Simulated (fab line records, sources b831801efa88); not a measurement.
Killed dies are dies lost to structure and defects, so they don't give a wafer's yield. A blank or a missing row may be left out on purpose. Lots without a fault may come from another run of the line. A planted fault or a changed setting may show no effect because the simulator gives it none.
Problem report in the 8D (eight disciplines) form, filled by code | flow sky130 | the parts of the form that need people (team, actions taken, sign-off) are left out

1. THE PROBLEM
SD_N_TW at SKY_SD_N_TW_MEAS_12 reads a mean of 3776 on 9 wafers of 3 lots; wafers without a fault read 4008 with a standard deviation of 27. That is -8.6 standard deviations from the usual mean.
First seen on wafer L203.4, day 32 00:23, on film_metro-04. The record holds 33 wafers of 11 lots with a number at this step. Rule for "out", or "out of limits": more than 4 standard deviations from the usual mean. The other wafers with a number count as sound.

2. WHAT IT IS AND WHAT IT IS NOT
question                    | is                           | is not
which readings at this step | SD_N_TW                      | -
which lots                  | L203, L204, L205             | L195, L197, L199, L212, L214, L215, L216, L217
which wafers of those lots  | all that have a number       | -
read on which gauges        | film_metro-02, film_metro-04 | film_metro-03
when                        | from day 32 00:23            | up to then (9 sound wafers); but 15 sound wafers of L212, L214, L215, L216, L217 came after

3. SUSPECTS, AND WHAT RULES EACH OUT
Counting: a tool at a process step up to the reading stays a suspect if it ran every lot that is out and no sound lot after the first of them.
- the gauge at SKY_SD_N_TW_MEAS_12: ruled out. The wafers that are out were read on 2 gauges (film_metro-02, film_metro-04).
- implanter-03 at SKY_SD_N_IMPLANT_09: ruled out as a lasting fault. Sound lots L217 ran on it after its first lot that is out, L203 (day 32 00:02).
Left after counting: nothing in the record.

4. THE CAUSE (what the simulator had put in)
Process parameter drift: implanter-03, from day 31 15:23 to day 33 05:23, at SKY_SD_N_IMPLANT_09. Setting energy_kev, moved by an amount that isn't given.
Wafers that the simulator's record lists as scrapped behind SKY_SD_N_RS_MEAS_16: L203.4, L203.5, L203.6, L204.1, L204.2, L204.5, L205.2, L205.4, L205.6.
Counting ruled it out, wrongly: the rule takes a fault to strike every lot that its tool runs from its start on, and this one did not.

5. THE CHAIN OF EFFECTS, in route order
Each row: a reading whose mean over the struck wafers that have a number lies more than 3 standard deviations from the usual. Only readings for which the record gives a usual standard deviation are gone through. hours: the time from each lot's start at the first step in this table that gives one to its start at this step, as a median over the lots. sigmas: the change in usual standard deviations.
hours | step                | reading                  | usual        | on struck wafers | change  | sigmas
0     | SKY_SD_N_IMPLANT_09 | beam_energy_keV          | 50.002       | 39.820           | -10.182 | -99 or more
0     | SKY_SD_N_STRIP_11   | oes_product_au           | 0.527 a.u.   | 0.552            | +0.025  | +6.9
0     | SKY_SD_N_STRIP_11   | strip_time_to_endpoint_s | 22.54 s      | 21.04            | -1.50   | -32
0     | SKY_SD_N_TW_MEAS_12 | SD_N_TW                  | 4008         | 3776             | -232    | -8.6
3     | SKY_SD_N_RS_MEAS_16 | SD_N_RS                  | 68.50 ohm/sq | 76.52            | +8.02   | +73
The process steps in it:
- SKY_SD_N_IMPLANT_09
- SKY_SD_N_STRIP_11: strips in O2/N2.

6. WHAT WOULD HAVE CAUGHT IT SOONER
In this record the first reading out of limits at a measuring or inspecting step was taken at day 32 00:23, 9 hours after the fault began at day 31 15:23.
The tool's own readings at SKY_SD_N_IMPLANT_09 were out on every struck wafer that the step has a row for (beam_energy_keV): an alarm limit on them would have fired on the first of those.
